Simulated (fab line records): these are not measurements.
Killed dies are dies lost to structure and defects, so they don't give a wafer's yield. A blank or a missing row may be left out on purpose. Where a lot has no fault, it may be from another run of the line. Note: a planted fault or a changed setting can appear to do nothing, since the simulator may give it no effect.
Which tool did it? ; flow sky130 ; 42 wafers from 14 lots sampled at 3 of the route's 708 steps

WHAT EACH GAUGE READ, for each wafer
SKY_DNWELL_TW_MEAS_09.
lot;measured;on;DNWELL_TW
L600;day 3 11:45;filmMetro-04;1101 1102 1100
L601;day 3 16:02;filmMetro-02;1120 1119 1120
L604;day 4 13:56;filmMetro-04;1106 1098 1096
L605;day 4 18:57;filmMetro-02;1121 1123 1128
L606;day 4 19:05;filmMetro-01;1094 1098 1089
L607;day 4 23:26;filmMetro-04;1098 1109 1097
L608;day 5 04:20;filmMetro-04;1093 1099 1098
L611;day 6 00:28;filmMetro-02;1120 1122 1115
L612;day 6 03:18;filmMetro-04;1101 1103 1102
L615;day 6 16:18;filmMetro-04;1106 1109 1113
L617;day 7 11:03;filmMetro-04;1102 1102 1099
L620;day 8 02:07;filmMetro-04;1110 1111 1113
L621;day 8 07:05;filmMetro-02;1108 1109 1110
L622;day 8 10:06;filmMetro-01;1099 1097 1101

SKY_VT_ADJUST_HVTP_OVL_MEAS_08.
lot;measured;on;VT_ADJUST_HVTP_OVL (nm)
L600;day 6 11:16;overlay-02;-0.5 1.7 1.1
L601;day 6 15:14;overlay-01;0.4 -0.6 -1.6
L604;day 7 18:14;overlay-01;-0.9 -2.5 -3.5
L605;day 7 21:46;overlay-01;-1.4 -0.3 -1.9
L606;day 8 04:56;overlay-02;0.3 0.3 -0.3
L607;day 8 03:32;overlay-02;-1.3 -0.4 -2.4
L608;day 8 09:31;overlay-02;-1.7 0.0 -0.1
L611;day 9 09:14;overlay-01;-1.6 -0.8 0.0
L612;day 9 11:12;overlay-01;0.5 1.4 1.0
L615;day 10 03:40;overlay-02;0.2 -1.2 1.1
L617;day 11 01:58;overlay-01;0.1 0.9 -0.1
L620;day 11 19:46;overlay-02;1.0 1.2 -0.1
L621;day 12 02:17;overlay-02;0.3 -1.1 -2.8
L622;day 12 05:10;overlay-02;-0.1 1.6 1.1

SKY_VT_ADJUST_NCORE_CD_MEAS_07 targets a cd of 380 nm.
lot;measured;on;cdNm (nm)
L600;day 8 23:14;cdSem-02;380.8 379.5 380.3
L601;day 9 03:09;cdSem-02;379.3 381.5 378.7
L604;day 10 11:07;cdSem-01;378.7 378.1 381.2
L605;day 10 15:08;cdSem-01;377.7 377.8 375.4
L606;day 10 23:27;cdSem-01;378.8 378.6 379.6
L607;day 10 21:22;cdSem-02;375.4 376.2 376.0
L608;day 11 04:14;cdSem-02;375.9 373.4 376.5
L611;day 12 06:32;cdSem-01;380.0 382.3 382.0
L612;day 12 08:48;cdSem-01;380.2 383.8 381.7
L615;day 13 02:56;cdSem-02;380.5 380.7 380.9
L617;day 14 01:59;cdSem-01;379.0 380.6 379.4
L620;day 14 21:11;cdSem-01;378.7 382.2 377.6
L621;day 15 04:46;cdSem-02;379.0 380.1 379.9
L622;day 15 07:57;cdSem-01;379.7 378.4 378.9

WHAT TOOL EACH LOT RAN ON (gives the tool, then ch and the chambers of the sampled wafers, and finally the start)
No process step before these readings appears in the record.

AS READ BY THE TOOLS THEMSELVES (means over the sampled wafers that have a number; for cases with no such wafer, the mark the record gives instead)
The record holds no such reading with a usual standard deviation.

THE ANSWER, worked out from the rows above alone
Rule: what is usual is taken from the lots themselves. The widest of any qualifying gaps counts: lots, ordered by their means at a reading, are off when they make up no more than a third of the lots, leave a main group of 4 or more, and stand apart from it by 3 or more times the standard deviation of that group's means. A main group is skipped when, at the precision printed for the reading in the tables above, its means are all equal. A lot without any number at a reading at which 4 lots or more have one is off too. Where the step has rows for the other lots, those lots are counted as sound. Order of review: gauges by route order, followed by the tools' own readings, for which a lot's mean as printed above is used. The first step at which some lot is off is used, and at that step the reading that is off furthest; a lot without a number counts as furthest.
Across all readings shown, no lot is off: no conclusion can be drawn from this.

WHAT WAS PUT IN BY THE SIMULATOR
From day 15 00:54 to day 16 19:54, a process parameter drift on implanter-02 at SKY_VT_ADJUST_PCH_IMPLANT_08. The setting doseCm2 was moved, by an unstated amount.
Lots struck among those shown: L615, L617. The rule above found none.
